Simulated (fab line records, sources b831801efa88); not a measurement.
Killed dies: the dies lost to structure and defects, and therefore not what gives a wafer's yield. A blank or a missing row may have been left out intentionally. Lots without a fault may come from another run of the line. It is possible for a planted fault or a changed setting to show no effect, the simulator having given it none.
8D (eight disciplines) problem report, filled in by code + flow sky130 + the parts of the form that need people (team, actions taken, sign-off) are left out

== 1. PROBLEM STATEMENT ==
Wafers free of any fault read 210.9 (standard deviation 1) for VT_ADJUST_HVTR_TW at SKY_VT_ADJUST_HVTR_TW_MEAS_11, against a mean of 198.5 on 6 wafers of 2 lots. That puts it -12 standard deviations away from the usual mean.
The first sign was on wafer L544.1 at day 12 05:27, on film metro-04. The record holds 39 wafers of 13 lots with a number at this step. The rule behind "out" and "out of limits": a value lying over 4 standard deviations away from the usual mean. All remaining wafers that have a number are taken as sound.

== 2. WHAT IT IS; WHAT IT IS NOT ==
| question                    | is                     | is not                                                                                 |
|-----------------------------|------------------------|----------------------------------------------------------------------------------------|
| which readings at this step | VT_ADJUST_HVTR_TW      | -                                                                                      |
| which lots                  | L544, L550             | L536, L537, L538, L539, L540, L541, L543, L554, L556, L557, L558                       |
| which wafers of those lots  | all that have a number | -                                                                                      |
| read on which gauges        | film metro-04          | film metro-02, film metro-03                                                           |
| when                        | from day 12 05:27      | up to then (21 sound wafers); but 12 sound wafers of L554, L556, L557, L558 came after |

== 3. SUSPECTS, AND WHAT RULES EACH OUT ==
Counting: any tool at a process step up to the reading is kept as a suspect provided that every lot that is out went through it and no sound lot did after the first of them.
- the gauge at SKY_VT_ADJUST_HVTR_TW_MEAS_11 has been ruled out. All the wafers that are out were read on film metro-04, but those of them that SKY_VT_ADJUST_HVTR_IMPLANT_09 has rows for are out there too, on other tools.
- implanter-04 at SKY_VT_ADJUST_HVTR_IMPLANT_09: ruled out as a lasting fault. The sound lots L557 went through it after L544, its earliest lot that is out (day 12 05:12).
Left after counting: nothing in the record.

== 4. THE CAUSE (what the simulator had put in) ==
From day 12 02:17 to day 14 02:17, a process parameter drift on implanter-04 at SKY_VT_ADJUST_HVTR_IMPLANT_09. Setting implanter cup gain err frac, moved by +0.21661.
Counting ruled it out, wrongly: the rule takes a fault to strike every lot that its tool runs from its start on, and this one did not.

== 5. THE EFFECT CHAIN, in route order ==
Each row: a reading where the mean over the struck wafers with a number is more than 3 standard deviations away from the usual. Scope: only readings with a usual standard deviation given in the record; hours: median across lots of the time from each lot's start at the first step in this table that gives one to its start at this step; sigmas: change in usual standard deviations.
| hours | step                          | reading            | usual   | on struck wafers | change | sigmas |
|-------|-------------------------------|--------------------|---------|------------------|--------|--------|
| 0     | SKY_VT_ADJUST_HVTR_IMPLANT_09 | beam on s          | 10.03 s | 8.22             | -1.81  | -8.2   |
| 0     | SKY_VT_ADJUST_HVTR_IMPLANT_09 | faraday current uA | 11.81   | 14.40            | +2.59  | +10    |
| 0     | SKY_VT_ADJUST_HVTR_TW_MEAS_11 | VT_ADJUST_HVTR_TW  | 210.9   | 198.5            | -12.4  | -12    |
Process steps it contains:
- SKY_VT_ADJUST_HVTR_IMPLANT_09
Later measuring or inspecting steps at which every struck wafer that the step has a row for has a number for every such reading, and none has moved that far: SKY_SONOS_TUNNEL_OVL_MEAS_08.

== 6. HOW IT WOULD HAVE BEEN CAUGHT EARLIER ==
3 hours passed between the start of the fault at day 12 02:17 and the first reading out of limits at a measuring or inspecting step in this record, taken at day 12 05:27.
At SKY_VT_ADJUST_HVTR_IMPLANT_09, the tool's own readings (beam on s, faraday current uA) were out on each struck wafer the step has a row for, so an alarm limit on them would have fired on the first such wafer.
